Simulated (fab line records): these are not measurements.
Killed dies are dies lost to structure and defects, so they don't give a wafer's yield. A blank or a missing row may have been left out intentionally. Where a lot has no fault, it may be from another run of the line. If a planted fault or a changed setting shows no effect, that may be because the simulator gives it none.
Check of tool commonality :: flow gf180mcu :: 11 lots, 33 wafers sampled

REASON IT WAS OPENED
At GF_V4_CD_MEAS_14 the reading cd_nm is flagged on 2 of 11 lots. Fault-free wafers read 260.1 nm, with a standard deviation of 1.2.
Rule: a lot is flagged in two cases, either no wafer of it has a number, or all its wafers with numbers fall more than 4 standard deviations from that mean. All remaining lots are regarded as sound.

lot: L759
measured: day 24 03:19
on: cd_sem-01
cd_nm (nm), wafer by wafer: 258.8 257.9 258.9
flag: 

lot: L760
measured: day 24 06:36
on: cd_sem-01
cd_nm (nm), wafer by wafer: 259.7 260.0 259.6
flag: 

lot: L761
measured: day 24 16:32
on: cd_sem-02
cd_nm (nm), wafer by wafer: 259.8 260.1 259.5
flag: 

lot: L764
measured: day 26 03:41
on: cd_sem-01
cd_nm (nm), wafer by wafer: 259.6 259.0 260.4
flag: 

lot: L765
measured: day 26 14:52
on: cd_sem-02
cd_nm (nm), wafer by wafer: 259.0 259.3 257.9
flag: 

lot: L774
measured: day 29 16:53
on: cd_sem-01
cd_nm (nm), wafer by wafer: 271.8 273.1 272.3
flag: FLAGGED

lot: L776
measured: day 29 23:51
on: cd_sem-02
cd_nm (nm), wafer by wafer: 272.3 273.3 274.2
flag: FLAGGED

lot: L779
measured: day 30 13:07
on: cd_sem-01
cd_nm (nm), wafer by wafer: 260.3 261.2 260.8
flag: 

lot: L780
measured: day 30 17:48
on: cd_sem-01
cd_nm (nm), wafer by wafer: 260.4 260.1 259.5
flag: 

lot: L781
measured: day 30 23:13
on: cd_sem-02
cd_nm (nm), wafer by wafer: 260.1 260.7 260.0
flag: 

lot: L782
measured: day 31 08:11
on: cd_sem-01
cd_nm (nm), wafer by wafer: 260.1 261.1 260.3
flag: 
On average the flagged lots' numbers are 272.8 nm, which is +12.7 nm against the usual, or +11 standard deviations.

EACH LOT AND THE TOOL IT RAN ON
The record holds 2 process steps before the reading, out of a route of 602 steps. Every cell lists first the tool, next ch and the chambers used by the sampled wafers, and last the start.
lot: L759
flag: 
GF_M4_SPUTTER_04: pvd_sputter-01, day 22 03:46
GF_V4_COAT_09: litho_track-02 ch 0, day 23 14:00

lot: L760
flag: 
GF_M4_SPUTTER_04: pvd_sputter-01, day 22 07:14
GF_V4_COAT_09: litho_track-01 ch 0, day 23 18:00

lot: L761
flag: 
GF_M4_SPUTTER_04: pvd_sputter-01, day 22 17:21
GF_V4_COAT_09: litho_track-01 ch 0, day 24 05:00

lot: L764
flag: 
GF_M4_SPUTTER_04: pvd_sputter-02, day 24 06:10
GF_V4_COAT_09: litho_track-01 ch 0, day 25 16:00

lot: L765
flag: 
GF_M4_SPUTTER_04: pvd_sputter-02, day 24 18:32
GF_V4_COAT_09: litho_track-02 ch 0, day 26 04:00

lot: L774
flag: FLAGGED
GF_M4_SPUTTER_04: pvd_sputter-02, day 28 01:23
GF_V4_COAT_09: litho_track-01 ch 0, day 29 07:00

lot: L776
flag: FLAGGED
GF_M4_SPUTTER_04: pvd_sputter-04, day 28 08:40
GF_V4_COAT_09: litho_track-01 ch 0, day 29 14:00

lot: L779
flag: 
GF_M4_SPUTTER_04: pvd_sputter-01, day 28 22:47
GF_V4_COAT_09: litho_track-02 ch 0, day 30 03:00

lot: L780
flag: 
GF_M4_SPUTTER_04: pvd_sputter-01, day 29 03:20
GF_V4_COAT_09: litho_track-02 ch 0, day 30 08:00

lot: L781
flag: 
GF_M4_SPUTTER_04: pvd_sputter-01, day 29 09:07
GF_V4_COAT_09: litho_track-02 ch 0, day 30 14:00

lot: L782
flag: 
GF_M4_SPUTTER_04: pvd_sputter-01, day 29 18:34
GF_V4_COAT_09: litho_track-03 ch 0, day 30 22:00
What these steps do:
- GF_M4_SPUTTER_04: material TiN, target thk 50 nm, time 41.7 s.
- GF_V4_COAT_09: resist thk 1000 nm.
- GF_V4_CD_MEAS_14: target cd 260 nm.

FLAGGED OVER TOTAL, TOOL BY TOOL (the gauges that took the reading come last)
step: GF_M4_SPUTTER_04
tool: pvd_sputter-01
lots run: 7
flagged: 0
share of the flagged lots: none
sound lots run after its first flagged lot: -

step: GF_M4_SPUTTER_04
tool: pvd_sputter-02
lots run: 3
flagged: 1
share of the flagged lots: some
sound lots run after its first flagged lot: 0

step: GF_M4_SPUTTER_04
tool: pvd_sputter-04
lots run: 1
flagged: 1
share of the flagged lots: some
sound lots run after its first flagged lot: 0

step: GF_V4_COAT_09
tool: litho_track-01
lots run: 5
flagged: 2
share of the flagged lots: all
sound lots run after its first flagged lot: 0

step: GF_V4_COAT_09
tool: litho_track-02
lots run: 5
flagged: 0
share of the flagged lots: none
sound lots run after its first flagged lot: -

step: GF_V4_COAT_09
tool: litho_track-03
lots run: 1
flagged: 0
share of the flagged lots: none
sound lots run after its first flagged lot: -

step: GF_V4_CD_MEAS_14
tool: cd_sem-01
lots run: 7
flagged: 1
share of the flagged lots: some
sound lots run after its first flagged lot: 3 (L779,L780,L782)

step: GF_V4_CD_MEAS_14
tool: cd_sem-02
lots run: 4
flagged: 1
share of the flagged lots: some
sound lots run after its first flagged lot: 1 (L781)

THE TABLE: WHAT IT ALLOWS
Rows of the table that ran each flagged lot: 1, that is litho_track-01 at GF_V4_COAT_09.
- litho_track-01 at GF_V4_COAT_09 ran 5 lots, 2 of them flagged. A fault beginning between L764 (day 25 16:00), its last sound lot, and L774 (day 29 07:00), its first flagged one, fits the data.
Just one tool remains: litho_track-01 at GF_V4_COAT_09.

WHAT THE SIMULATOR HAD INSERTED
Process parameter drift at GF_V4_COAT_09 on litho_track-01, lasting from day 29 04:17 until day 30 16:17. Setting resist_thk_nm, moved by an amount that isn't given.
Lots struck among those shown: L774, L776. The same result came from the rule above.
